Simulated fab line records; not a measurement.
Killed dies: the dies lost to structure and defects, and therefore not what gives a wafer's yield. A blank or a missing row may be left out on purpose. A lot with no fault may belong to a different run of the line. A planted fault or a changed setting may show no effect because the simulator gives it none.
Which tool did it?    flow gf180mcu    6 lots, 18 wafers sampled, at 1 step of a route of 602

== WHAT THE GAUGES SHOWED, per wafer ==
GF_DUAL_GATE_THK_MEAS_03.
lot   measured      on             DUAL_GATE_OXIDATION_00_THK (nm)
L991  day 8 07:49   film metro-03  11.15 11.26 11.25
L993  day 8 16:07   film metro-02  10.72 10.77 10.76
L999  day 10 06:55  film metro-02  15.20 15.28 15.01 15.21 15.24 14.97
L106  day 12 01:13  film metro-03  10.85 10.60 10.82
L110  day 13 11:52  film metro-04  10.66 10.66 10.66
L112  day 13 18:55  film metro-03  11.09 10.99 10.86

== WHICH TOOL RAN EACH LOT (tool, then ch and the chambers of the sampled wafers, then the start) ==
There is no process step in the record ahead of these readings.

== THE ANSWER, worked out from the rows above alone ==
Rule: what is usual is taken from the lots themselves. The widest of any qualifying gaps counts: lots, ordered by their means at a reading, are off when they make up no more than a third of the lots, leave a main group of 4 or more, and stand apart from it by 3 or more times the standard deviation of that group's means. A main group is skipped when, at the precision printed for the reading in the tables above, its means are all equal. A lot without any number at a reading at which 4 lots or more have one is off too. The other lots that the step has rows for count as sound.
Off: at GF_DUAL_GATE_THK_MEAS_03 (DUAL_GATE_OXIDATION_00_THK), L999. For the main group the mean is 10.87 nm and the standard deviation 0.2.
If a tool, at a process step before that reading, ran all the lots that are off and no sound lot after the first of them, it fits. Those tools and the gauges at GF_DUAL_GATE_THK_MEAS_03 are tried in the same way. One fits: GF_DUAL_GATE_THK_MEAS_03 on film metro-02. Its last sound lot is L993 (day 8 16:07), its first lot that is off L999 (day 10 06:55): a fault that began between those two fits.

== WHAT THE SIMULATOR HAD INSERTED ==
Metrology matching offset: film metro-02, from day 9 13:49 on, at GF_DUAL_GATE_THK_MEAS_03. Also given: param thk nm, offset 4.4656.
Lots struck among those shown: L999. The rule above found the same.
